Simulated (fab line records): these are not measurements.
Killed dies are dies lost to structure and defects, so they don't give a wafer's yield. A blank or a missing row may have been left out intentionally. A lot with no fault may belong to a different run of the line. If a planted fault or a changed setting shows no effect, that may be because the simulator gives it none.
Struck lot and sound lot, side by side    flow sky130    16 out of 708 route steps
Sound: these wafers, L716.3, L716.4, L716.5. Struck: wafers L734.1, L734.2, L734.6. Last of all comes the cause.
Order at every step that has rows: each side's tool, ch and its chambers, its first start. Under that, the readings that differ: sound wafers    struck wafers    difference of the means    sigmas: that difference in standard deviations of wafers without a fault.
alike: readings whose means differ by less than 2 such deviations, and words and numbers that are the same on both sides. not compared: withheld readings, readings that some wafer has no value for, bounds like >300 that may hide the same value, and numbers for which the record gives no deviation and whose values overlap.
Wherever a step has rows on one side only, a row that says differs or no value, or a row with sigmas, the two part there. Numbers that have no deviation but don't overlap get no sigmas and don't part them. Lack of a reading on every wafer of one side parts them only where that side has two or more wafers.

first, 3 steps without rows for these wafers: SKY_SONOS_TUNNEL_EXPOSE_04 (exposes mask TUNM, target cd 410 nm); SKY_SONOS_TUNNEL_PEB_05; SKY_SONOS_TUNNEL_DEVELOP_06 (develop time 60 s).
SKY_SONOS_TUNNEL_CD_MEAS_07: target cd 410 nm.
  struck on cd sem-01, day 18 00:20; sound on cd sem-02, day 12 08:24
  alike: cd nm
SKY_SONOS_TUNNEL_OVL_MEAS_08:
  struck on overlay-01, day 18 00:28; sound on overlay-01, day 12 08:30
  alike: SONOS_TUNNEL_OVL
then, 3 steps without rows for these wafers: SKY_SONOS_TUNNEL_IMPLANT_09; SKY_SONOS_TUNNEL_WET_ETCH_10 (etches SiO2 in dHF, target depth 14 nm, time 280 s); SKY_SONOS_TUNNEL_STRIP_11 (strips in SPM, time 600 s).
SKY_SONOS_TUNNEL_TW_MEAS_12:
  struck on film metro-03, day 18 00:55; sound on film metro-03, day 12 08:57
  alike: SONOS_TUNNEL_TW
then, 2 steps without rows for these wafers: SKY_SONOS_TUNNEL_CLEAN_13 (cleans in dHF, time 20 s); SKY_SONOS_ONO_OXIDATION_00 (stabilise 600 s, purge 300 s, target thk 2.6 nm).
SKY_SONOS_ONO_THK_MEAS_01:
  struck on film metro-01, day 18 02:20; sound on film metro-03, day 12 10:32
  alike: SONOS_ONO_OXIDATION_THK
SKY_SONOS_ONO_CVD_02: deposits Si3N4 from DCS/NH3, target thk 10.5 nm, time 180 s.
  sound on lpcvd-02 ch 0, day 12 10:34; struck on lpcvd-02 ch 0, day 18 02:23
reading                                      sound            struck             difference  sigmas
model.Si3N4_of_SONOS_ONO_CVD_02.thk nm (nm)  10.4 10.3 10.53  11.55 11.42 11.45  +1.06       
  alike: spike tc centre C, spike tc lower C, spike tc upper C, zone power lower pct, zone power top pct, zone power upper pct
SKY_SONOS_ONO_THK_MEAS_03:
  struck on film metro-01, day 18 03:26; sound on film metro-03, day 12 11:38
reading                    sound              struck             difference  sigmas
SONOS_ONO_CVD_02_THK (nm)  10.39 10.29 10.52  11.57 11.37 11.43  +1.06       +8
then, 1 step without rows for these wafers: SKY_SONOS_ONO_CVD_04 (deposits SiO2 from SiH4/N2O, target thk 5.7199 nm).
-- the record jumps here: 32 days lie between the struck wafers' starts before and after (it left off in module SONOS_ONO and takes up again in module PAD_OPEN, whose first step shown is number 708 of the route) --
SKY_PAD_OPEN_PROBE_99:
  struck on prober-02, day 50 06:40; sound on prober-01, day 46 12:32
reading                                sound                    struck                   difference  sigmas
killed_at_M4_up                        2 2 1                    7 5 7                    +5          +2
model.etest.cap ono.gate log10 a cm2   -7.522 -7.342 -7.557     -8.476 -8.406 -8.481     -0.981      
model.etest.cap ono.gate bv v (V)      15.75 16.03 16.52        17.19 16.82 17.07        +0.93       
model.etest.cap ono.tox acc nm (nm)    12.58 12.4 12.59         13.32 13.23 13.33        +0.77       
model.etest.sonos programmed.vt v (V)  1.641 1.656 1.555        1.173 1.26 1.226         -0.398      
model.etest.sonos erased.vt v (V)      -2.38 -2.41 -2.397       -2.107 -2.158 -2.123     +0.266      
model.etest.sonos baked.vt v (V)       1.095 1.127 1.058        0.7777 0.8371 0.7741     -0.2970     
model.etest.sonos baked.vt less v (V)  -0.5465 -0.5298 -0.4975  -0.3958 -0.4233 -0.4517  +0.1010     
  alike: killed_at_M0_to_M3, killed at contacts, killed at front end, killed at other, killed dies, killed open, killed short
  not compared: model.etest.sonos erased.drive ua um

## WHERE THEY PART
Earliest at SKY_SONOS_ONO_THK_MEAS_03; latest, in this record, at SKY_PAD_OPEN_PROBE_99.

WHY: what had been put in by the simulator
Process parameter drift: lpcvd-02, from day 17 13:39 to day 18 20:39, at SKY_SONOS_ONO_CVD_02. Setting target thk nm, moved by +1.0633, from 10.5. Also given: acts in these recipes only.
